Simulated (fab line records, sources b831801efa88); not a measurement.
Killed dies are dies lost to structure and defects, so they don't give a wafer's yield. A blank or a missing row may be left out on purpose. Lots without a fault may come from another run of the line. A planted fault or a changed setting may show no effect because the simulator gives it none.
Which tool did it? | flow gf180mcu | 13 lots, 39 wafers sampled, at 4 steps of a route of 602

WHAT THE GAUGES READ, wafer by wafer
GF_VT_IMPLANT_TW_MEAS_21. Usual: VT_IMPLANT_2_TW 1216, standard deviation 9.5.
lot  | measured     | on            | VT_IMPLANT_2_TW | flag
L543 | day 6 04:58  | film_metro-03 | 1223 1227 1226  |
L544 | day 6 12:12  | film_metro-03 | 1228 1226 1223  |
L545 | day 6 18:27  | film_metro-01 | 1208 1213 1206  |
L546 | day 6 20:38  | film_metro-02 | 1209 1207 1214  |
L548 | day 7 10:42  | film_metro-02 | 1199 1210 1206  |
L549 | day 7 17:26  | film_metro-02 | 1215 1203 1209  |
L551 | day 8 06:35  | film_metro-03 | 1220 1218 1225  |
L553 | day 8 15:55  | film_metro-02 | 1197 1199 1205  |
L554 | day 8 22:10  | film_metro-03 | 1166 1167 1167  | OFF
L555 | day 9 05:35  | film_metro-03 | 1227 1222 1228  |
L557 | day 9 17:55  | film_metro-02 | 1162 1155 1154  | OFF
L563 | day 11 19:10 | film_metro-02 | 1218 1210 1207  |
L565 | day 12 06:07 | film_metro-02 | 1215 1211 1206  |

GF_SAB_CD_MEAS_09: target cd 420 nm. Usual: cd_nm 419.9 nm, standard deviation 2.7.
lot  | measured     | on        | cd_nm (nm)        | flag
L543 | day 15 06:10 | cd_sem-01 | 414.8 414.6 414.9 |
L544 | day 15 12:32 | cd_sem-02 | 420.2 421.5 422.2 |
L545 | day 15 23:50 | cd_sem-02 | 419.4 419.2 418.6 |
L546 | day 15 23:42 | cd_sem-01 | 415.3 417.4 417.7 |
L548 | day 16 17:45 | cd_sem-02 | 420.8 421.9 425.9 |
L549 | day 17 02:34 | cd_sem-02 | 417.7 420.2 419.5 |
L551 | day 17 19:34 | cd_sem-01 | 419.1 419.6 421.3 |
L553 | day 18 12:53 | cd_sem-01 | 418.5 418.8 419.8 |
L554 | day 18 16:57 | cd_sem-02 | 419.3 418.2 418.9 |
L555 | day 19 07:32 | cd_sem-01 | 418.8 417.7 416.4 |
L557 | day 19 23:13 | cd_sem-01 | 419.3 418.8 419.0 |
L563 | day 22 13:27 | cd_sem-01 | 419.8 417.9 419.4 |
L565 | day 23 00:38 | cd_sem-02 | 425.1 428.7 426.1 |

WHICH TOOL RAN EACH LOT (tool, then ch and the chambers of the sampled wafers, then the start)
lot  | GF_VT_IMPLANT_IMPLANT_19        | GF_VT_IMPLANT_STRIP_42
L543 | implanter-04 ch 0, day 6 04:43  | plasma_asher-03 ch 0,1, day 7 10:46
L544 | implanter-01 ch 0, day 6 11:58  | plasma_asher-02 ch 0,1, day 7 18:14
L545 | implanter-01 ch 0, day 6 18:13  | plasma_asher-03 ch 0,1, day 8 01:19
L546 | implanter-04 ch 0, day 6 20:23  | plasma_asher-02 ch 0,1, day 8 02:31
L548 | implanter-01 ch 0, day 7 10:28  | plasma_asher-03 ch 0,1, day 8 18:40
L549 | implanter-04 ch 0, day 7 17:11  | plasma_asher-03 ch 1, day 9 00:20
L551 | implanter-03 ch 0, day 8 06:22  | plasma_asher-03 ch 0,1, day 9 16:00
L553 | implanter-03 ch 0, day 8 15:43  | plasma_asher-04 ch 0,1, day 10 01:24
L554 | implanter-03 ch 0, day 8 21:55  | plasma_asher-04 ch 0,1, day 10 08:23
L555 | implanter-04 ch 0, day 9 05:20  | plasma_asher-04 ch 0,1, day 10 16:40
L557 | implanter-03 ch 0, day 9 17:41  | plasma_asher-03 ch 0,1, day 11 05:04
L563 | implanter-04 ch 0, day 11 18:55 | plasma_asher-04 ch 0,1, day 13 09:20
L565 | implanter-01 ch 0, day 12 05:52 | plasma_asher-03 ch 0,1, day 13 21:59
- GF_VT_IMPLANT_IMPLANT_19
- GF_VT_IMPLANT_STRIP_42: strips in O2/N2.

WHAT THE TOOLS THEMSELVES READ (means of the sampled wafers that have a number; where no wafer has one, the mark that the record gives instead)
GF_VT_IMPLANT_IMPLANT_19. Usual: beam_energy_keV 100.01, standard deviation 0.031; beam_on_s 9.97 s, standard deviation 0.2.
lot  | tool         | beam_energy_keV | beam_on_s (s) | flag
L543 | implanter-04 | 100.00          | 10.06         |
L544 | implanter-01 | 99.98           | 9.84          |
L545 | implanter-01 | 99.99           | 10.16         |
L546 | implanter-04 | 99.98           | 9.99          |
L548 | implanter-01 | 99.96           | 9.98          |
L549 | implanter-04 | 100.01          | 10.00         |
L551 | implanter-03 | 100.01          | 10.20         |
L553 | implanter-03 | 99.98           | 9.94          |
L554 | implanter-03 | 85.12           | 9.91          | OFF
L555 | implanter-04 | 100.00          | 10.14         |
L557 | implanter-03 | 85.18           | 9.96          | OFF
L563 | implanter-04 | 100.02          | 9.89          |
L565 | implanter-01 | 99.98           | 9.91          |

GF_VT_IMPLANT_STRIP_42. Usual: drypump_motor_current_A 5.6 A, standard deviation 0.54; heater_power_w 356 W, standard deviation 59; oes_product_au 0.715 a.u., standard deviation 0.005; strip_time_to_endpoint_s 12.64 s, standard deviation 0.04.
lot  | tool            | drypump_motor_current_A (A) | heater_power_w (W) | oes_product_au (a.u.) | strip_time_to_endpoint_s (s) | flag
L543 | plasma_asher-03 | 6.1                         | 340                | 0.713                 | 12.66                        |
L544 | plasma_asher-02 | 5.3                         | 395                | 0.717                 | 12.67                        |
L545 | plasma_asher-03 | 6.1                         | 344                | 0.715                 | 12.64                        |
L546 | plasma_asher-02 | 5.6                         | 431                | 0.712                 | 12.68                        |
L548 | plasma_asher-03 | 6.1                         | 343                | 0.717                 | 12.67                        |
L549 | plasma_asher-03 | 5.8                         | 321                | 0.714                 | 12.62                        |
L551 | plasma_asher-03 | 5.9                         | 328                | 0.717                 | 12.62                        |
L553 | plasma_asher-04 | 5.4                         | 308                | 0.715                 | 12.64                        |
L554 | plasma_asher-04 | 5.4                         | 313                | 0.708                 | 12.70                        |
L555 | plasma_asher-04 | 5.1                         | 348                | 0.716                 | 12.58                        |
L557 | plasma_asher-03 | 5.9                         | 334                | 0.719                 | 12.58                        |
L563 | plasma_asher-04 | 5.1                         | 346                | 0.718                 | 12.59                        |
L565 | plasma_asher-03 | 6.1                         | 333                | 0.718                 | 12.66                        |

THE ANSWER, worked out from the rows above alone
Rule: a lot is off if the mean of its wafers that have a number lies more than 3 standard deviations from the usual mean. A lot without any number at a reading at which 4 lots or more have one is off too. The other lots that the step has rows for count as sound. The gauges are gone through in route order, then the tools' own readings, and for those a lot's mean is taken as printed above. The first step at which some lot is off is used, and at that step the reading that is off furthest; a lot without a number counts as furthest.
Off: L554, L557, at GF_VT_IMPLANT_TW_MEAS_21 (VT_IMPLANT_2_TW).
A tool fits if, at a process step before that reading, it ran every lot that is off, and no sound lot after the first of them. The gauges at GF_VT_IMPLANT_TW_MEAS_21 aren't tried: what is off there is off at GF_VT_IMPLANT_IMPLANT_19 too, on other tools, and a gauge's error can't cause that. One fits: implanter-03 at GF_VT_IMPLANT_IMPLANT_19. Its last sound lot is L553 (day 8 15:43), its first lot that is off L554 (day 8 21:55): a fault that began between those two fits.
The tool's own readings at GF_VT_IMPLANT_IMPLANT_19 bear it out: on the lots that are off they differ by more than 5 times the standard deviation of the sound lots' means. beam_energy_keV reads 85.15 there against 99.99 on the sound lots.

WHAT THE SIMULATOR HAD PUT IN
Process parameter drift: implanter-03, from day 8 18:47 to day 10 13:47, at GF_VT_IMPLANT_IMPLANT_19. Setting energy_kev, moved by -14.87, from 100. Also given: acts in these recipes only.
Lots struck among those shown: L554, L557. The rule above found the same.
